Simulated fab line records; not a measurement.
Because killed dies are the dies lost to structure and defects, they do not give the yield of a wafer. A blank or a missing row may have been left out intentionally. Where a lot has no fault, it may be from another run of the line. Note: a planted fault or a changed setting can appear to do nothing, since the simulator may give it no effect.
The same fault as seen by 2 desks + flow gf180mcu + each desk has only its own numbers; what lay behind them comes last

## METROLOGY DESK
What the gauges read, lot by lot, whatever tool the lot ran on: means of the sampled wafers that have a number. Any lot whose mean is over 4 standard deviations away from the usual mean is out of limits and marked OUT; that distance is given in the brackets.
Columns: A = V1_W_RS at GF_V1_RS_MEAS_24, usual 0.3263 ohm/sq
| lot  | first seen here | A      |
|------|-----------------|--------|
| L573 | day 18 10:16    | 0.3266 |
| L575 | day 19 05:44    | 0.3243 |
| L577 | day 20 04:57    | 0.3207 |
| L578 | day 20 09:44    | 0.3279 |
| L579 | day 20 20:34    | 0.3272 |
| L580 | day 21 10:02    | 0.3266 |
| L583 | day 22 10:33    | 0.3315 |
| L584 | day 22 18:59    | 0.3291 |
| L585 | day 23 02:30    | 0.3291 |
| L586 | day 23 18:34    | 0.3234 |
| L588 | day 23 23:42    | 0.3236 |
| L590 | day 24 21:23    | 0.3193 |
Finding of this desk: none of the 12 lots has anything out of limits.

## DESK OF THE TOOL OWNER: pvdSputter-02
The tool's own readings at GF_M1_SPUTTER_03 (material Ti, target thk 10 nm, time 6.7 s): means of the sampled wafers that have a number, for each lot that ran on this tool. Any lot whose mean is over 4 standard deviations away from the usual mean is out of limits and marked OUT; that distance is given in the brackets.
Columns: A = cathodeDcPowerW at GF_M1_SPUTTER_03, usual 3000.1 W; B = substrateTempC at GF_M1_SPUTTER_03, usual 300.01 C; C = throttleValvePct at GF_M1_SPUTTER_03, usual 29.9 %
| lot  | first seen here | A                        | B      | C    |
|------|-----------------|--------------------------|--------|------|
| L579 | day 18 17:40    | 2999.8                   | 300.04 | 29.7 |
| L580 | day 19 07:27    | 3000.0                   | 300.02 | 29.8 |
| L583 | day 20 07:55    | 2999.9                   | 300.01 | 29.2 |
| L585 | day 21 00:35    | 3000.7                   | 299.88 | 30.8 |
| L586 | day 21 17:39    | 3000.0                   | 300.07 | 29.7 |
| L588 | day 21 23:23    | 3113.2 (+99 or more) OUT | 300.06 | 29.7 |
| L590 | day 22 23:29    | 3113.5 (+99 or more) OUT | 300.15 | 29.8 |
This desk's verdict: out of limits on L588, L590, starting with L588 at day 21 23:23 (cathodeDcPowerW at GF_M1_SPUTTER_03). L579, L580, L583, L585, L586: within limits.

## BROUGHT TOGETHER
An alarm could have come from the tool owner's desk at day 21 23:23, on L588, L590.
Nothing out of limits was seen by the metrology desk.
The metrology desk has L588, L590 on record, within its limits.
Of the lots named, all ran GF_M1_SPUTTER_03 on pvdSputter-02.

## WHAT THE SIMULATOR HAD INSERTED
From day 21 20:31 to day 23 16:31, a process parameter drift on pvdSputter-02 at GF_M1_SPUTTER_03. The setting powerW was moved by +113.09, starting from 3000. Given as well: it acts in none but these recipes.
Shown lots that were struck: L588, L590.
Each desk's first reading out of limits, in hours after the fault started: the tool owner's desk, 3.
